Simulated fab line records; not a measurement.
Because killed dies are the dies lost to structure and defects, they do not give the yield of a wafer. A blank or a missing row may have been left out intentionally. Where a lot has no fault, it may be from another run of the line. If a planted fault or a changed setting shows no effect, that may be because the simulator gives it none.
Matching of chambers :: flow sfqLine :: 4 sister chambers for SFQ_TRILAYER_A5B_CMP_CMP_130 on cmp-01
The step polishes, stops on Nb, target thk 340.7 nm. 4 wafers are shown with their chamber, then 9 later ones without.

## WAFERS PAIRED WITH THEIR CHAMBERS
wafer: L561.4
chamber: 2
motorCurrentA (A): 9.1

wafer: L561.1
chamber: 0
motorCurrentA (A): 9.8

wafer: L562.4
chamber: 1
motorCurrentA (A): 11.3

wafer: L562.5
chamber: 3
motorCurrentA (A): 10.1

## WAFERS WITHOUT THEIR CHAMBER
wafer: L564.1
motorCurrentA (A): 11.5

wafer: L564.2
motorCurrentA (A): 10.4

wafer: L564.4
motorCurrentA (A): 9.3

wafer: L566.1
motorCurrentA (A): 10.8

wafer: L566.3
motorCurrentA (A): 10.1

wafer: L566.5
motorCurrentA (A): 9.7

wafer: L579.1
motorCurrentA (A): 9.9

wafer: L579.3
motorCurrentA (A): 10.1

wafer: L579.6
motorCurrentA (A): 9.4

## EACH ONE'S CHAMBER
wafer: L564.1
from the rows above: 1
in truth: 1

wafer: L564.2
from the rows above: can't be placed: 3 or 0
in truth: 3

wafer: L564.4
from the rows above: can't be placed: 2 or 0
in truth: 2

wafer: L566.1
from the rows above: can't be placed: 1 or 3
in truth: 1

wafer: L566.3
from the rows above: can't be placed: 3 or 0
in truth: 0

wafer: L566.5
from the rows above: can't be placed: 0 or 3
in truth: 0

wafer: L579.1
from the rows above: can't be placed: 0 or 3
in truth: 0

wafer: L579.3
from the rows above: can't be placed: 3 or 0
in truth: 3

wafer: L579.6
from the rows above: can't be placed: 2 or 0 or 3
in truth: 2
1 of 9 placed correctly. These rows do not allow placing 8 (true chamber among the candidates in 8). Number placed wrongly: 0.
How it was worked out, from the rows above alone: a wafer's distance from a chamber is the root of the sum, over the readings, of the square of ((its reading less the chamber's mean) divided by the reading's scatter). If the next closest chamber is less than 2 further off than the closest, the wafer can't be placed; otherwise it belongs to the closest. Each chamber's mean is taken over the wafers shown for it. The scatter: with one shown wafer a chamber, the root of the mean of the squares of how far each hidden wafer lies from its nearest shown one.
